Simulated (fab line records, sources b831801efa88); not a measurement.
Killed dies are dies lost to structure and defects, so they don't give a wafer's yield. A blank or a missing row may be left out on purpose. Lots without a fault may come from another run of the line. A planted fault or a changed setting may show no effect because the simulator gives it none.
Which tool did it? | flow gf180mcu | 7 lots, 21 wafers sampled, at 4 steps of a route of 602

WHAT THE GAUGES READ, wafer by wafer
GF_V4_THK_MEAS_03.
lot  | measured     | on            | V4_CVD_02_THK (nm)
L104 | day 24 15:40 | film_metro-02 | 839 849 853
L106 | day 25 10:10 | film_metro-02 | 850 841 845
L108 | day 26 08:55 | film_metro-03 | 826 838 841
L110 | day 26 17:43 | film_metro-03 | 851 830 862
L113 | day 27 16:27 | film_metro-02 | 841 852 859
L121 | day 29 23:25 | film_metro-02 | 823 851 844
L124 | day 30 15:31 | film_metro-02 | 838 837 858

WHICH TOOL RAN EACH LOT (tool, then ch and the chambers of the sampled wafers, then the start)
lot  | GF_DNWELL_STRIP_08                  | GF_V3_CVD_23                  | GF_M4_SPUTTER_00
L104 | plasma_asher-03 ch 0,1, day 3 11:49 | cvd_w-01 ch 0,1, day 23 15:49 | pvd_sputter-04, day 23 16:24
L106 | plasma_asher-03 ch 0,1, day 3 20:54 | cvd_w-02 ch 0,1, day 24 10:37 | pvd_sputter-04, day 24 11:13
L108 | plasma_asher-02 ch 0,1, day 4 08:43 | cvd_w-02 ch 0,1, day 25 09:52 | pvd_sputter-01, day 25 10:27
L110 | plasma_asher-03 ch 0,1, day 4 17:24 | cvd_w-02 ch 0, day 25 19:06   | pvd_sputter-01, day 25 19:47
L113 | plasma_asher-01 ch 0,1, day 5 09:24 | cvd_w-01 ch 1, day 26 18:46   | pvd_sputter-01, day 26 19:26
L121 | plasma_asher-01 ch 0,1, day 7 06:15 | cvd_w-01 ch 1, day 29 02:28   | pvd_sputter-03, day 29 03:08
L124 | plasma_asher-01 ch 0,1, day 7 20:07 | cvd_w-01 ch 1, day 29 19:08   | pvd_sputter-04, day 29 19:44
- GF_DNWELL_STRIP_08: strips in O2/N2.
- GF_V3_CVD_23: deposits W, target thk 350 nm, time 104.9 s.
- GF_M4_SPUTTER_00: material Ti, target thk 37.5 nm, time 150 s.

THE ANSWER, worked out from the rows above alone
Rule: what is usual is taken from the lots themselves. Put in order of their means at a reading, lots are off if they are a third of the lots or fewer, leave a main group of 4 or more, and stand apart from it by a gap of 3 or more times the standard deviation of the main group's means; of several such gaps the widest counts. A main group whose means are all the same, to the digits that the tables above print for the reading, isn't used. A lot without any number at a reading at which 4 lots or more have one is off too. The other lots that the step has rows for count as sound.
No lot is off at any reading shown: from this, nothing can be told.

WHAT THE SIMULATOR HAD PUT IN
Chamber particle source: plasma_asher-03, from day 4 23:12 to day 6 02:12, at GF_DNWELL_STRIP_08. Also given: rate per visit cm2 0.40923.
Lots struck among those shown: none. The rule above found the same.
